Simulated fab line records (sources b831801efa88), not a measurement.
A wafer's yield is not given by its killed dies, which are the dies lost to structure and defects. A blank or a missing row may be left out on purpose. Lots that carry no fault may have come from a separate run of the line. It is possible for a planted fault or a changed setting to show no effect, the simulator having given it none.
Struck lot and sound lot, side by side || flow sky130 || 18 steps out of a route of 708
Sound: these wafers, L628.3, L628.4, L628.5. Struck: wafers L637.1, L637.2, L637.5. The cause is named last.
For every step that has rows: the tool of each side, followed by ch and its chambers, followed by its first start. Under that, the readings that differ: sound wafers || struck wafers || difference of the means || sigmas: that difference in standard deviations of wafers without a fault.
alike: readings whose means differ by less than 2 such deviations, and words and numbers that are the same on both sides. not compared: withheld readings, readings that some wafer has no value for, bounds like >300 that may hide the same value, and numbers for which the record gives no deviation and whose values overlap.
Wherever a step has rows on one side only, a row that says differs or no value, or a row with sigmas, the two part there. Numbers that have no deviation but don't overlap get no sigmas and don't part them. A reading that every wafer of one side lacks parts them only if that side has two wafers or more.

first, 1 step without rows for these wafers: SKY_VT_ADJUST_PCH_IMPLANT_08.
SKY_VT_ADJUST_PCH_STRIP_09: strips in O2/N2.
  sound on plasma-asher-03 ch 0,1, day 10 09:40; struck on plasma-asher-03 ch 0,1, day 13 18:10
{"reading": "strip-time-to-endpoint-s (s)", "sound": "37.03 37.06 37.06", "struck": "36.87 36.71 36.82", "difference": -0.25, "sigmas": -3}
  alike: drypump-motor-current-A, oes-product-au
  not compared: rf-hours-counter-h
SKY_VT_ADJUST_PCH_TW_MEAS_10:
  sound on film-metro-02, day 10 09:45; struck on film-metro-04, day 13 18:16
{"reading": "VT_ADJUST_PCH_TW", "sound": "139.7 140.1 139.7", "struck": "143.7 143.6 143.6", "difference": "+3.8", "sigmas": "+3"}
then, 7 steps without rows for these wafers: SKY_SONOS_TUNNEL_DEHYDRATE_00 (time 60 s); SKY_SONOS_TUNNEL_HMDS_01 (prime time 60 s); SKY_SONOS_TUNNEL_COAT_02 (resist thk 1140 nm); SKY_SONOS_TUNNEL_SOFTBAKE_03 (time 60 s); SKY_SONOS_TUNNEL_EXPOSE_04 (exposes mask TUNM, target cd 410 nm); SKY_SONOS_TUNNEL_PEB_05; SKY_SONOS_TUNNEL_DEVELOP_06 (develop time 60 s).
SKY_SONOS_TUNNEL_CD_MEAS_07: the cd target is 410 nm.
  sound on cd-sem-01, day 11 09:59; struck on cd-sem-02, day 14 21:47
  alike: cd-nm
SKY_SONOS_TUNNEL_OVL_MEAS_08:
  sound on overlay-02, day 11 10:04; struck on overlay-01, day 14 21:55
  alike: SONOS_TUNNEL_OVL
SKY_SONOS_TUNNEL_IMPLANT_09:
  sound on implanter-01 ch 0, day 11 10:08; struck on implanter-02 ch 0, day 14 22:16
then, 2 steps without rows for these wafers: SKY_SONOS_TUNNEL_WET_ETCH_10 (etches SiO2 in dHF, target depth 14 nm, time 280 s); SKY_SONOS_TUNNEL_STRIP_11 (strips in SPM, time 600 s).
SKY_SONOS_TUNNEL_TW_MEAS_12:
  sound on film-metro-02, day 11 10:31; struck on film-metro-03, day 14 22:42
{"reading": "SONOS_TUNNEL_TW", "sound": "193.4 194.4 194.3", "struck": "237.7 236.5 237.0", "difference": "+43.0", "sigmas": "+20"}
then, 1 step without rows for these wafers: SKY_SONOS_TUNNEL_CLEAN_13 (cleans in dHF, time 20 s).
-- a jump in the record: the struck wafers' starts before and after are 34 days apart (it breaks off in module SONOS_TUNNEL and resumes in module PAD_OPEN, where the first step shown is number 708 of the route) --
SKY_PAD_OPEN_PROBE_99:
  sound on prober-02, day 45 20:19; struck on prober-01, day 48 11:28
{"reading": "model.etest.tip-sonos.rs-ohm-sq", "sound": "2538 2576 2541", "struck": "2790 2772 2790", "difference": "+232", "sigmas": ""}
{"reading": "model.etest.sonos-uncharged.r-on-ohm-um", "sound": "812.8 808.1 801.9", "struck": "893.2 885.3 871.5", "difference": "+75.7", "sigmas": ""}
{"reading": "model.etest.sonos-baked.vt-v (V)", "sound": "0.9355 0.8871 0.9591", "struck": "1.267 1.271 1.309", "difference": "+0.355", "sigmas": ""}
{"reading": "model.etest.sonos-programmed.vt-v (V)", "sound": "1.41 1.385 1.407", "struck": "1.808 1.79 1.821", "difference": "+0.406", "sigmas": ""}
{"reading": "model.etest.sonos-uncharged.vt-v (V)", "sound": "-0.4109 -0.4419 -0.4452", "struck": "-0.2061 -0.1836 -0.2112", "difference": "+0.2324", "sigmas": ""}
{"reading": "model.etest.sonos-erased.vt-v (V)", "sound": "-2.266 -2.222 -2.213", "struck": "-2.158 -2.142 -2.146", "difference": "+0.085", "sigmas": ""}
  alike: killed_at_M0_to_M3, killed_at_M4_up, killed-at-contacts, killed-at-front-end, killed-at-other, killed-dies, killed-open, killed-short

== WHERE THEY PART ==
Last at SKY_SONOS_TUNNEL_TW_MEAS_12 as far as this record goes, first at SKY_VT_ADJUST_PCH_STRIP_09. Later steps at which nothing parts them and some readings are alike: SKY_PAD_OPEN_PROBE_99.

WHY: whatever the simulator had introduced
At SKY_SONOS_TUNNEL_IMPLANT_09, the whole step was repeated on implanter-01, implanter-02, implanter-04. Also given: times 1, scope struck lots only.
